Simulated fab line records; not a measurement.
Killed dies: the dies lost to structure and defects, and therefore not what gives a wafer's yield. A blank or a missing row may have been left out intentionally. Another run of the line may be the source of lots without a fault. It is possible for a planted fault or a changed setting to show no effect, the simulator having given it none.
Problem report, 8D (eight disciplines) form, completed by code / flow gf180mcu / the parts of the form that need people (team, actions taken, sign-off) are left out

## 1. WHAT WENT WRONG
Mean of developerTempC at GF_V2_DEVELOP_13: 20.13 C across 6 wafers in 2 lots; on wafers with no fault it is 20.99 C (standard deviation 0.1). Relative to the usual mean, that is a shift of -8.6 standard deviations.
The step: develop time 60 s.
The first sign was on wafer L763.2 at day 26 01:50, on lithoTrack-01. The record holds 41 wafers of 14 lots with a number at this step. Rule for "out", or "out of limits": more than 4 standard deviations from the usual mean. All remaining wafers that have a number are taken as sound.

## 2. WHAT IT IS, WHAT IT ISN'T
question=which readings at this step | is=developerTempC | is not=-
question=which lots | is=L763, L764 | is not=L748, L752, L753, L754, L755, L757, L758, L759, L760, L761, L762, L771
question=which wafers of those lots | is=all that have a number | is not=-
question=read on which tools | is=lithoTrack-01 | is not=lithoTrack-02, lithoTrack-03
question=when | is=from day 26 01:50 | is not=up to then (32 sound wafers); but 3 sound wafers of L771 came after

## 3. SUSPECTS, AND WHAT RULES EACH OUT
Counting: a tool stays on the suspect list if, at a process step up to the reading, it processed all lots that are out and no sound lot following the first of them.
- lithoTrack-01 at GF_V2_DEVELOP_13 (develop time 60 s): kept. It processed each lot that is out, first L763 at day 26 01:50, and no sound lot thereafter; up to then, the last sound lot it processed was L760 at day 25 04:12. Its own readings are out on those wafers: developerTempC.
Remaining after the count: lithoTrack-01 at GF_V2_DEVELOP_13.

## 4. THE CAUSE (what the simulator had put in)
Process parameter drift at GF_V2_DEVELOP_13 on lithoTrack-01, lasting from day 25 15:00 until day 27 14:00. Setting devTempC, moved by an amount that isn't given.
After counting, this tool was the only one left.

## 5. THE EFFECT CHAIN, in route order
Each row: a reading whose mean over the struck wafers that have a number lies more than 3 standard deviations from the usual. Only readings for which the record gives a usual standard deviation are gone through. hours: the time from each lot's start at the first step in this table that gives one to its start at this step, as a median over the lots. sigmas: the change in usual standard deviations.
hours=0; step=GF_V2_DEVELOP_13; reading=developerTempC; usual=20.99 C; on struck wafers=20.13; change=-0.86; sigmas=-8.6
The process steps in it:
- GF_V2_DEVELOP_13: develop time 60 s.

## 6. HOW IT WOULD HAVE BEEN CAUGHT EARLIER
In this record the first reading out of limits was taken at day 26 01:50, 11 hours after the fault began at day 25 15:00.
